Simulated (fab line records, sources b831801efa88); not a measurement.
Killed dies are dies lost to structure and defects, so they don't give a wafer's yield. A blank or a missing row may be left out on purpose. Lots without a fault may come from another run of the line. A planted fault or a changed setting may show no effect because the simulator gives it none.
One fault seen from 2 desks | flow gf180mcu | each desk has only its own numbers; what lay behind them comes last

THE TOOL OWNER'S DESK: pecvd-01
The tool's own readings at GF_V2_CVD_02 (deposits SiO2 from TEOS, target thk 850 nm, time 94.851 s): means of the sampled wafers that have a number, for each lot that ran on this tool. A lot is out of limits, marked OUT, if its mean lies more than 4 standard deviations from the usual mean; the brackets give that distance.
Columns: A = heater_power_w at GF_V2_CVD_02, usual 681 W; B = rf_fwd_power_W at GF_V2_CVD_02, usual 596.2 W
lot  | first seen here | A   | B
L399 | day 19 23:29    | 821 | 593.1
L408 | day 23 08:37    | 807 | 594.1
L413 | day 24 17:10    | 724 | 562.6 (-17) OUT
This desk's finding: out of limits on L413; first on L413, day 24 17:10 (rf_fwd_power_W at GF_V2_CVD_02). In limits: L399, L408.

THE METROLOGY DESK
What the gauges read, lot by lot, whatever tool the lot ran on: means of the sampled wafers that have a number. A lot is out of limits, marked OUT, if its mean lies more than 4 standard deviations from the usual mean; the brackets give that distance.
Columns: A = V1_W_RS at GF_V1_RS_MEAS_24, usual 0.327 ohm/sq; B = V2_CVD_02_THK at GF_V2_THK_MEAS_03, usual 855 nm
lot  | first seen here | A     | B
L398 | day 18 19:48    | 0.329 | 868
L399 | day 18 20:46    | 0.324 | 861
L400 | day 19 08:58    | 0.325 | 859
L401 | day 19 16:21    | 0.328 | 847
L402 | day 19 22:20    | 0.323 | 858
L408 | day 22 07:01    | 0.319 | 853
L413 | day 23 17:40    | 0.331 | 832
L414 | day 23 23:38    | 0.324 | 861
L415 | day 24 10:49    | 0.331 | 852
L417 | day 25 07:31    | 0.336 | 847
L419 | day 25 17:04    | 0.328 | 851
L421 | day 26 05:43    | 0.328 | 857
This desk's finding: nothing out of limits on any of the 12 lots.

PUT TOGETHER
The tool owner's desk could have raised an alarm at day 24 17:10, on L413.
The metrology desk saw nothing out of limits.
The metrology desk has L413 on record, within its limits.
Of the lots named, all ran GF_V2_CVD_02 on pecvd-01.

WHAT THE SIMULATOR HAD PUT IN
Process parameter drift: pecvd-01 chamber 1, from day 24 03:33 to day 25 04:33, at GF_V2_CVD_02. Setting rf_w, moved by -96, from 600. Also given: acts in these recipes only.
Lots struck among those shown: L413.
Hours from the fault's start to each desk's first reading out of limits: the tool owner's desk, 14.
